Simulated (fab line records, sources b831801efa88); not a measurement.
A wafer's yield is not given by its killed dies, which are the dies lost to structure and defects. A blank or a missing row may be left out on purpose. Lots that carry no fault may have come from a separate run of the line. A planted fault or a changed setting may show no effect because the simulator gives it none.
fab line records	flow sfq-line
record: lots: 7	wafers: 20	last-day: 86
route steps=325 shown M0@32 I0@43 M1@58
lots untouched by any fault: they come from a run of this same line in which no faults occurred
start-h: start of the lot's first displayed wafer, in hours after the record's first day	wait-h: how many hours have passed since the lot's step before this one	" identical to the entry in the row above	L1.1+2: a row that stands for several wafers	- no value, or no start given	* or withheld: withheld	< > ~ a bound
route shown NAME@n: NAME is a module with steps in the file, n the number in the route of the first one	usual: the fault-free wafers' mean and standard deviation	same: alike in all rows	chamber/n: place in a boat	sites: the reading at each site	_std_site: how widely they spread, as a standard deviation	_edge_site: outer sites' mean less inner sites'	radius-mm: how far each site lies from the wafer's centre	mask NAME#n: copy n	behind: the tool/chamber that last shaped the wafer	hold: why the lot was held/for how many hours/how that ended	device: names the non-switching transistor (n, p or np)	end of line: tests run on the same wafers once the route is complete	a step given without rows: its recipe and nothing more	killed: dies lost to structure and defects at the first sort, not the wafer's yield	map: per-die view of a wafer (x killed, . not killed, _ where there is no die)
set.NAME: the setting the step ran with; set.NAME@STEP: the setting that earlier step ran with	model.NAME: the simulator's own value behind a step, which no gauge read
lots seen at some steps along the route; tables by step, rows by wafer
services: from which hour (start-h, from the record's first day; less than 0 if before it) a tool's chamber was out of use, for how many hours, and why
== steps ==
step: SFQ_TRILAYER_M0_LITHO_COAT_026
recipe: resist: BARC	spin-rpm: 3000	resist-thk-nm: 62
step: SFQ_TRILAYER_M0_LITHO_COAT_021
recipe: resist: KrF	spin-rpm: 3000	resist-thk-nm: 600
step: SFQ_TRILAYER_M0_LITHO_SOFTBAKE_025
recipe: temp-c: withheld	time-s: withheld	resist: KrF
step: SFQ_TRILAYER_M0_LITHO_EXPOSE_022
recipe: mask-id: M0	na: 0.6	source-shape: conventional	sigma-outer: 0.65	target-cd-nm: 500	dose-mj: 14.4
step: SFQ_TRILAYER_M0_LITHO_PEB_024
recipe: peb-temp-c: 115	peb-time-s: 60	resist: KrF
step: SFQ_TRILAYER_M0_LITHO_DEVELOP_023
recipe: time-s: 60	resist: KrF
step: SFQ_M0_OVL_MEAS_906
usual: M0_OVL: 1/6.5
lot.wafer	tool	chamber	start-h	wait-h	M0_OVL[nm]
L981.3	overlay-02	-	284.38	0.1	5
L981.4	"	-	"	"	2
L981.6	"	-	"	"	4
L984.2	overlay-02	-	307.00	0.1	-6
L984.3	"	-	"	"	0
L984.5	"	-	"	"	-10
L985.2	overlay-01	-	317.52	0.1	1
L985.5	"	-	"	"	11
L985.6	"	-	"	"	1
L986.4	overlay-01	-	322.33	0.1	7
L986.5	"	-	"	"	6
L986.6	"	-	"	"	2
L987.1	overlay-01	-	327.11	0.1	8
L987.5	"	-	"	"	8
L998.4	overlay-01	-	464.61	0.1	13
L998.5	"	-	"	"	7
L998.6	"	-	"	"	9
L100.1	overlay-02	-	477.79	0.1	12
L100.4	"	-	"	"	9
L100.5	"	-	"	"	10
step: SFQ_TRILAYER_M0_BARC_OPEN_METAL_ETCH_031
recipe: mask-material: PR	chemistry: O2	target-depth-nm: 125	target: BARC	icp-w: 600	bias-w: 80	pressure-mtorr: 10	time-s: 41.7
usual: drypump-motor-current-A: 5.8/0.48	oes-product-au: 0.685/0.0044
lot.wafer	tool	chamber	start-h	wait-h	drypump-motor-current-A	oes-product-au	rf-hours-counter-h
L981.3	rie-metal-02	0	284.43	0.0	5.4	0.674	-
L981.4	"	1	"	"	6.2	0.685	-
L981.6	"	0	"	"	5.4	0.691	-
L984.2	rie-metal-01	0	307.03	0.0	5.5	0.688	177
L984.3	"	1	"	"	5.3	0.684	-
L984.5	"	1	"	"	5.3	0.687	-
L985.2	rie-metal-02	0	317.55	0.0	5.4	0.683	63
L985.5	"	1	"	"	6.2	0.690	-
L985.6	"	0	"	"	5.4	0.687	-
L986.4	rie-metal-02	1	322.37	0.0	6.2	0.682	-
L986.5	"	0	"	"	5.5	0.689	-
L986.6	"	1	"	"	6.2	0.677	-
L987.1	rie-metal-01	1	327.15	0.0	5.3	0.687	13
L987.5	"	1	"	"	5.3	0.678	-
L998.4	rie-metal-02	0	464.64	0.0	5.4	0.678	-
L998.5	"	1	"	"	6.2	0.690	-
L998.6	"	0	"	"	5.4	0.691	-
L100.1	rie-metal-01	0	477.82	0.0	5.6	0.682	14
L100.4	"	0	"	"	5.5	0.685	-
L100.5	"	1	"	"	5.3	0.680	-
step: SFQ_TRILAYER_M0_ETCH_METAL_ETCH_024
recipe: target: Nb	stop-on: SiO2	mask-material: PR	chemistry: Cl2/Ar	target-depth-nm: 240	icp-w: 600	bias-w: 80	pressure-mtorr: 10	time-s: 120
usual: drypump-motor-current-A: 5.8/0.47	oes-product-au: 0.894/0.0078
lot.wafer	tool	chamber	start-h	wait-h	drypump-motor-current-A	oes-product-au	rf-hours-counter-h
L981.3	rie-metal-02	0	284.51	0.1	5.4	0.902	-
L981.4	"	1	"	"	6.2	0.883	-
L981.6	"	0	"	"	5.4	0.892	-
L984.2	rie-metal-01	0	307.09	0.0	5.5	0.895	177
L984.3	"	1	"	"	5.3	0.885	-
L984.5	"	1	"	"	5.3	0.883	-
L985.2	rie-metal-02	0	317.61	0.0	5.4	0.901	63
L985.5	"	1	"	"	6.2	0.895	-
L985.6	"	0	"	"	5.4	0.906	-
L986.4	rie-metal-02	1	322.45	0.1	6.2	0.889	-
L986.5	"	0	"	"	5.4	0.884	-
L986.6	"	1	"	"	6.2	0.889	-
L987.1	rie-metal-01	1	327.21	0.0	5.3	0.907	13
L987.5	"	1	"	"	5.3	0.901	-
L998.4	rie-metal-02	0	464.73	0.1	5.4	0.900	-
L998.5	"	1	"	"	6.2	0.899	-
L998.6	"	0	"	"	5.4	0.902	-
L100.1	rie-metal-01	0	477.88	0.0	5.5	0.903	15
L100.4	"	0	"	"	5.6	0.895	-
L100.5	"	1	"	"	5.3	0.890	-
step: SFQ_TRILAYER_M0_STRIP_STRIP_025
recipe: gas: O2	power-w: 200	platen-temp-c: 40	overash-fraction: 0.65	chemistry: O2	pressure-mtorr: 50
usual: drypump-motor-current-A: 5.8/0.47	oes-product-au: 1.003/0.011
lot.wafer	tool	chamber	start-h	wait-h	drypump-motor-current-A	oes-product-au	rf-hours-counter-h
L981.3	rie-metal-02	0	284.79	0.2	5.4	1.000	-
L981.4	"	1	"	"	6.2	1.003	-
L981.6	"	0	"	"	5.4	0.998	-
L984.2	rie-metal-01	0	307.22	0.1	5.5	1.016	177
L984.3	"	1	"	"	5.3	0.982	-
L984.5	"	1	"	"	5.3	0.992	-
L985.2	rie-metal-02	0	317.74	0.1	5.4	0.990	63
L985.5	"	1	"	"	6.2	1.013	-
L985.6	"	0	"	"	5.4	0.993	-
L986.4	rie-metal-02	1	322.74	0.2	6.2	1.015	-
L986.5	"	0	"	"	5.4	0.990	-
L986.6	"	1	"	"	6.2	1.020	-
L987.1	rie-metal-01	1	327.34	0.1	5.3	1.000	13
L987.5	"	1	"	"	5.3	0.998	-
L998.4	rie-metal-02	0	465.01	0.2	5.4	0.994	-
L998.5	"	1	"	"	6.2	1.012	-
L998.6	"	0	"	"	5.4	1.005	-
L100.1	rie-metal-01	0	478.01	0.1	5.6	1.012	15
L100.4	"	0	"	"	5.6	1.010	-
L100.5	"	1	"	"	5.3	0.989	-
step: SFQ_TRILAYER_M0_STRIP_SOLV_CLEAN_026
recipe: chemistry: NMP	temp-c: 70	time-s: 600
step: SFQ_TRILAYER_I0_DEP_PECVD_027
recipe: material: SiO2	temp-c: 150	time-s: 111.11	pressure-torr: 2.4	rf-w: 183.3	precursor: SiH4/N2O	target-thk-nm: 500
step: SFQ_TRILAYER_I0_CMP_CMP_028
recipe: material: SiO2	down-force-psi: 3	platen-rpm: 60	pad-velocity-m-s: 0.94248
usual: motor-current-A: 9.9/0.52	time-to-endpoint-s: 213/7.2
lot.wafer	tool	chamber	start-h	wait-h	motor-current-A	time-to-endpoint-s	model.SiO2_of_TRILAYER_I0_DEP_PECVD_027.thk-nm
L981.4	cmp-01	2	285.46	0.0	10.3	215	198.6
L981.3	"	0	286.46	1.0	10.8	205	199
L981.6	"	2	287.46	2.0	10.1	216	199.3
L984.2	cmp-01	2	308.07	0.0	10.1	206	202.2
L984.3	"	1	309.57	1.5	9.8	220	202.1
L984.5	"	2	"	"	10.3	215	200.6
L985.2	cmp-02	2	320.09	1.5	10.5	215	200.7
L985.6	"	3	"	"	9.1	209	201.5
L985.5	"	0	"	"	9.0	203	217.1
L986.4	cmp-02	3	324.89	1.5	9.7	218	200.3
L986.6	"	0	"	"	9.3	207	199.9
L986.5	"	1	"	"	10.4	200	214.7
L987.1	cmp-02	0	329.19	1.0	9.0	208	214.1
L987.5	"	3	330.69	2.5	9.8	203	214.4
L998.4	cmp-01	0	467.76	1.9	11.1	212	198.8
L998.5	"	1	"	"	9.9	229	201.8
L998.6	"	2	"	"	10.2	218	200.5
L100.4	cmp-02	1	478.86	0.0	9.7	210	199.7
L100.1	"	3	479.86	1.0	9.3	208	199.2
L100.5	"	2	481.36	2.5	10.7	217	200.3
step: SFQ_I0_BOW_MEAS_907
recipe: mode: bow
usual: I0_BOW: -1/6.5
lot.wafer	tool	chamber	start-h	wait-h	I0_BOW[um]
L981.3	film-metro-04	-	288.50	1.5	5
L981.4	"	-	"	"	5
L981.6	"	-	"	"	8
L984.2	film-metro-04	-	311.09	2.5	7
L984.3	"	-	"	"	2
L984.5	"	-	"	"	2
L985.2	film-metro-01	-	321.61	1.0	1
L985.5	"	-	"	"	-4
L985.6	"	-	"	"	2
L986.4	film-metro-02	-	326.45	1.1	8
L986.5	"	-	"	"	9
L986.6	"	-	"	"	5
L987.1	film-metro-04	-	331.19	1.5	-8
L987.5	"	-	"	"	5
L998.4	film-metro-04	-	469.32	1.1	1
L998.5	"	-	"	"	-11
L998.6	"	-	"	"	-6
L100.1	film-metro-02	-	481.86	1.5	-4
L100.4	"	-	"	"	-6
L100.5	"	-	"	"	-6
step: SFQ_TRILAYER_I0_METRO_MEASURE_029
usual: thk-nm: 200.0/1.2
lot.wafer	tool	chamber	start-h	wait-h	thk-nm
L981.3	film-metro-04	-	288.98	0.5	199.0
L981.4	"	-	"	"	198.6
L981.6	"	-	"	"	199.4
L984.2	film-metro-04	-	311.39	0.3	202.3
L984.3	"	-	"	"	201.9
L984.5	"	-	"	"	200.6
L985.2	film-metro-01	-	321.91	0.3	200.8
L985.5	"	-	"	"	217.1
L985.6	"	-	"	"	201.5
L986.4	film-metro-02	-	327.11	0.6	200.3
L986.5	"	-	"	"	214.8
L986.6	"	-	"	"	199.9
L987.1	film-metro-04	-	331.31	0.1	214.0
L987.5	"	-	"	"	214.6
L998.4	film-metro-04	-	469.98	0.6	198.7
L998.5	"	-	"	"	201.7
L998.6	"	-	"	"	200.5
L100.1	film-metro-02	-	481.98	0.1	199.2
L100.4	"	-	"	"	199.7
L100.5	"	-	"	"	200.3
step: SFQ_TRILAYER_I0_VIA_LITHO_COAT_036
recipe: resist: BARC	spin-rpm: 3000	resist-thk-nm: 62
step: SFQ_TRILAYER_I0_VIA_LITHO_COAT_031
recipe: resist: KrF	spin-rpm: 3000	resist-thk-nm: 650
step: SFQ_TRILAYER_I0_VIA_LITHO_SOFTBAKE_035
recipe: temp-c: withheld	time-s: withheld	resist: KrF
step: SFQ_TRILAYER_I0_VIA_LITHO_EXPOSE_032
recipe: mask-id: I0	na: 0.6	source-shape: conventional	sigma-outer: 0.65	target-cd-nm: 500	dose-mj: 21.3
step: SFQ_TRILAYER_I0_VIA_LITHO_PEB_034
recipe: peb-temp-c: 115	peb-time-s: 60	resist: KrF
step: SFQ_TRILAYER_I0_VIA_LITHO_DEVELOP_033
recipe: time-s: 60	resist: KrF
step: SFQ_I0_OVL_MEAS_908
usual: I0_OVL: -3/5.6
lot.wafer	tool	chamber	start-h	wait-h	I0_OVL[nm]
L981.3	overlay-02	-	423.23	0.1	-3
L981.4	"	-	"	"	-2
L981.6	"	-	"	"	-12
L984.2	overlay-01	-	452.47	0.1	-5
L984.3	"	-	"	"	-5
L984.5	"	-	"	"	-5
L985.2	overlay-01	-	453.79	0.1	7
L985.5	"	-	"	"	6
L985.6	"	-	"	"	11
L986.4	overlay-02	-	470.61	0.1	-3
L986.5	"	-	"	"	-2
L986.6	"	-	"	"	-1
L987.1	overlay-01	-	475.39	0.1	-12
L987.5	"	-	"	"	-16
L998.4	overlay-01	-	627.24	0.1	5
L998.5	"	-	"	"	2
L998.6	"	-	"	"	-1
L100.1	overlay-01	-	639.23	0.1	1
L100.4	"	-	"	"	-1
L100.5	"	-	"	"	3
step: SFQ_TRILAYER_I0_VIA_BARC_OPEN_VIA_ETCH_046
recipe: mask-material: PR	chemistry: O2	target-depth-nm: 125	target: BARC	source-w: 500	bias-w: 80	pressure-mtorr: 30	time-s: 41.7
usual: drypump-motor-current-A: 5.6/0.31	oes-product-au: 0.685/0.0045
lot.wafer	tool	chamber	start-h	wait-h	drypump-motor-current-A	oes-product-au	rf-hours-counter-h
L981.3	rie-diel-02	3	423.25	0.0	5.8	0.695	2
L981.4	"	1	"	"	5.8	0.686	1
L981.6	"	3	"	"	5.8	0.680	-
L984.2	rie-diel-04	0	452.50	0.0	5.9	0.688	68
L984.3	"	2	"	"	5.2	0.691	1
L984.5	"	2	"	"	5.2	0.681	-
L985.2	rie-diel-02	0	453.82	0.0	5.5	0.689	4
L985.5	"	3	"	"	5.8	0.689	-
L985.6	"	2	"	"	5.5	0.680	-
L986.4	rie-diel-02	3	470.62	0.0	5.8	0.684	3
L986.5	"	0	"	"	5.5	0.691	-
L986.6	"	1	"	"	5.8	0.687	-
L987.1	rie-diel-02	1	475.42	0.0	5.8	0.678	2
L987.5	"	1	"	"	5.8	0.686	-
L998.4	rie-diel-03	3	627.26	0.0	5.1	0.685	23
L998.5	"	1	"	"	4.8	0.683	-
L998.6	"	2	"	"	6.1	0.689	-
L100.1	rie-diel-02	2	639.26	0.0	5.5	0.686	0
L100.4	"	1	"	"	5.8	0.680	4
L100.5	"	2	"	"	5.5	0.688	-
step: SFQ_TRILAYER_I0_VIA_ETCH_VIA_ETCH_034
recipe: target: SiO2	stop-on: Nb	mask-material: PR	taper-deg: 20	chemistry: CHF3	target-depth-nm: 260	source-w: 500	bias-w: 80	pressure-mtorr: 30	time-s: withheld
usual: drypump-motor-current-A: 5.6/0.31	oes-product-au: 0.855/0.0056
lot.wafer	tool	chamber	start-h	wait-h	drypump-motor-current-A	oes-product-au	model.I0.feature-depth-nm	model.etch.depth-nm
L981.3	rie-diel-02	3	423.29	0.0	5.8	0.845	199	199
L981.4	"	1	"	"	5.8	0.856	198.6	198.6
L981.6	"	3	"	"	5.8	0.851	199.3	199.3
L984.2	rie-diel-04	0	452.54	0.0	5.8	0.864	202.2	202.2
L984.3	"	2	"	"	5.2	0.856	202.1	202.1
L984.5	"	2	"	"	5.2	0.860	200.6	200.6
L985.2	rie-diel-02	0	453.86	0.0	5.4	0.857	200.7	200.7
L985.5	"	3	"	"	5.8	0.903	217.1	217.1
L985.6	"	2	"	"	5.6	0.850	201.5	201.5
L986.4	rie-diel-02	3	470.66	0.0	5.7	0.853	200.3	200.3
L986.5	"	0	"	"	5.5	0.885	214.7	214.7
L986.6	"	1	"	"	5.8	0.851	199.9	199.9
L987.1	rie-diel-02	1	475.46	0.0	5.8	0.891	214.1	214.1
L987.5	"	1	"	"	5.7	0.889	214.4	214.4
L998.4	rie-diel-03	3	627.30	0.0	5.1	0.848	198.8	198.8
L998.5	"	1	"	"	4.8	0.857	201.8	201.8
L998.6	"	2	"	"	6.1	0.846	200.5	200.5
L100.1	rie-diel-02	2	639.30	0.0	5.5	0.854	199.2	199.2
L100.4	"	1	"	"	5.8	0.852	199.7	199.7
L100.5	"	2	"	"	5.5	0.849	200.3	200.3
step: SFQ_TRILAYER_I0_VIA_STRIP_STRIP_035
recipe: gas: O2	power-w: 200	platen-temp-c: 40	overash-fraction: 0.65	chemistry: O2	pressure-mtorr: 50
step: SFQ_TRILAYER_I0_VIA_STRIP_SOLV_CLEAN_036
recipe: chemistry: NMP	temp-c: 70	time-s: 600
step: SFQ_TRILAYER_M1_DEP_PRE_CLEAN_038
recipe: gas: Ar	time-s: 22.5	bias-v: 250
lot.wafer	tool	chamber	start-h	wait-h	model.SiO2_of_TRILAYER_I0_DEP_PECVD_027.thk-nm
L981.3	pvd-sputter-05	-	424.18	0.0	191.5
L981.4	"	-	"	"	191.1
L981.6	"	-	"	"	191.8
L984.2	pvd-sputter-04	-	453.63	0.0	194.7
L984.3	"	-	"	"	194.6
L984.5	"	-	"	"	193.1
L985.2	pvd-sputter-03	-	455.35	0.0	193.2
L985.5	"	-	"	"	209.6
L985.6	"	-	"	"	194
L986.4	pvd-sputter-04	-	471.55	0.0	192.8
L986.5	"	-	"	"	207.2
L986.6	"	-	"	"	192.4
L987.1	pvd-sputter-03	-	476.35	0.0	206.6
L987.5	"	-	"	"	206.9
L998.4	pvd-sputter-05	-	628.19	0.0	191.3
L998.5	"	-	"	"	194.3
L998.6	"	-	"	"	193
L100.1	pvd-sputter-03	-	640.21	0.0	191.7
L100.4	"	-	"	"	192.2
L100.5	"	-	"	"	192.8
step: SFQ_TRILAYER_M1_DEP_SPUTTER_037
recipe: material: Nb	base-pressure-pa: 1.33e-06	chamber-pressure-pa: 0.1333	substrate-temp-c: 20	resputter-cathode-voltage-v: 400	target-thk-nm: 200	power-w: 2000	time-s: 133.3
usual: throttle-valve-pct: 29.5/0.77
lot.wafer	tool	chamber	start-h	wait-h	throttle-valve-pct
L981.3	pvd-sputter-05	-	424.21	0.0	29.6
L981.4	"	-	"	"	29.6
L981.6	"	-	"	"	29.9
L984.2	pvd-sputter-04	-	453.66	0.0	29.7
L984.3	"	-	"	"	30.0
L984.5	"	-	"	"	31.1
L985.2	pvd-sputter-03	-	455.38	0.0	29.8
L985.5	"	-	"	"	29.1
L985.6	"	-	"	"	29.9
L986.4	pvd-sputter-04	-	471.58	0.0	27.9
L986.5	"	-	"	"	30.8
L986.6	"	-	"	"	27.9
L987.1	pvd-sputter-03	-	476.38	0.0	29.1
L987.5	"	-	"	"	30.0
L998.4	pvd-sputter-05	-	628.22	0.0	28.6
L998.5	"	-	"	"	28.5
L998.6	"	-	"	"	29.6
L100.1	pvd-sputter-03	-	640.24	0.0	29.8
L100.4	"	-	"	"	30.5
L100.5	"	-	"	"	29.1
== services ==
tool	chamber	start-h	hours	kind
film-metro-04	-	268.61	0.9	repair
rie-diel-02	1	292.59	14.3	repair
cmp-02	-	293.40	1.1	repair
rie-diel-02	-	312.66	0.5	repair
pvd-sputter-05	-	317.41	4.2	repair
rie-diel-02	2	391.68	6.4	repair
rie-diel-02	0	398.65	9.3	repair
pvd-sputter-04	-	407.24	5.6	repair
rie-diel-02	2	413.32	5.1	repair
pvd-sputter-04	-	440.38	5.1	repair
pvd-sputter-03	-	443.82	2.1	repair
rie-diel-02	3	473.73	12.4	repair
pvd-sputter-03	-	478.86	4.1	repair
rie-metal-01	-	488.34	14.6	pm
rie-diel-02	2	511.69	12.7	repair
pvd-sputter-03	-	526.31	1.2	repair
rie-metal-01	-	533.97	1.4	pm
rie-diel-02	-	546.72	2.8	pm
rie-diel-02	3	552.27	40.7	repair
rie-diel-02	1	566.85	6.0	repair
rie-diel-02	2	572.82	10.1	repair
rie-metal-01	1	577.51	8.0	repair
rie-metal-01	0	588.85	6.9	repair
rie-metal-01	0	598.64	7.1	repair
== key ==
first-sign: step: SFQ_TRILAYER_I0_METRO_MEASURE_029	reading: thk-nm	direction: up	sigmas: 12	usual: 200.0	struck: 215.1
effect: step: SFQ_TRILAYER_I0_VIA_ETCH_VIA_ETCH_034	reading: oes-product-au	direction: up	sigmas: 6.6	usual: 0.855	struck: 0.892
model-effect: step: SFQ_TRILAYER_I0_CMP_CMP_028	value: SiO2_of_TRILAYER_I0_DEP_PECVD_027.thk-nm	without: 200.1	struck: 215.1
model-effect: step: SFQ_TRILAYER_I0_VIA_ETCH_VIA_ETCH_034	value: I0.feature-depth-nm	without: 200.1	struck: 215.1
model-effect: step: SFQ_TRILAYER_M1_DEP_PRE_CLEAN_038	value: SiO2_of_TRILAYER_I0_DEP_PECVD_027.thk-nm	without: 192.6	struck: 207.6
met-at SFQ_TRILAYER_I0_CMP_CMP_028
struck-wafers L985.5,L986.5,L987.1,L987.5
fault: kind: process-parameter-drift	tool: cmp-02	chamber: -	onset-h: 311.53	steps: SFQ_TRILAYER_I0_CMP_CMP_028	channel: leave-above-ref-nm	offset: 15	shape: step	end-h: 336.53	scope: struck-wafers-only	acts-in: these-recipes-only	stated: 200
